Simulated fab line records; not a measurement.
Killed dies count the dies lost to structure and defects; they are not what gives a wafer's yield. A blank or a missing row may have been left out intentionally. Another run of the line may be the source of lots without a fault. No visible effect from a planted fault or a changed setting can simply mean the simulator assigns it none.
Chamber matching || flow gf180mcu || GF_V2_ETCH_16 on rie diel-04 has 4 sister chambers
The step etches BARC in N2/H2. 4 wafers are shown with their chamber, then 8 later ones without.

## EACH WAFER AND ITS CHAMBER
{"wafer": "L772.6", "chamber": 2, "drypump motor current A (A)": 5.4}
{"wafer": "L774.2", "chamber": 1, "drypump motor current A (A)": 5.3}
{"wafer": "L774.4", "chamber": 3, "drypump motor current A (A)": 5.0}
{"wafer": "L783.1", "chamber": 0, "drypump motor current A (A)": 5.0}

## WAFERS WITHOUT THEIR CHAMBER
{"wafer": "L783.4", "drypump motor current A (A)": 5.3}
{"wafer": "L783.5", "drypump motor current A (A)": 5.4}
{"wafer": "L786.2", "drypump motor current A (A)": 5.4}
{"wafer": "L786.4", "drypump motor current A (A)": 4.9}
{"wafer": "L786.5", "drypump motor current A (A)": 5.3}
{"wafer": "L788.3", "drypump motor current A (A)": 4.9}
{"wafer": "L788.4", "drypump motor current A (A)": 5.1}
{"wafer": "L788.5", "drypump motor current A (A)": 5.1}

## THE CHAMBER EACH PASSED THROUGH
{"wafer": "L783.4", "from the rows above": "can't be placed: 1 or 2", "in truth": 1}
{"wafer": "L783.5", "from the rows above": "can't be placed: 2 or 1", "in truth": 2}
{"wafer": "L786.2", "from the rows above": "can't be placed: 2 or 1", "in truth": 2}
{"wafer": "L786.4", "from the rows above": "can't be placed: 0 or 3", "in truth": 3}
{"wafer": "L786.5", "from the rows above": "can't be placed: 1 or 2", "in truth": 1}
{"wafer": "L788.3", "from the rows above": "can't be placed: 0 or 3", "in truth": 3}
{"wafer": "L788.4", "from the rows above": "can't be placed: 0 or 3 or 1", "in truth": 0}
{"wafer": "L788.5", "from the rows above": "can't be placed: 0 or 3 or 1", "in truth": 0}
Correct placement for 0 of the 8. These rows do not allow placing 8 (true chamber among the candidates in 8). 0 placed wrongly.
How it was worked out, from the rows above alone: a wafer's distance from a chamber is the root of the sum, over the readings, of the square of ((its reading less the chamber's mean) divided by the reading's scatter). The wafer belongs to the nearest chamber; if the next one is less than 2 further off, it can't be placed. Each chamber's mean is taken over the wafers shown for it. The scatter: with one shown wafer a chamber, the root of the mean of the squares of how far each hidden wafer lies from its nearest shown one.
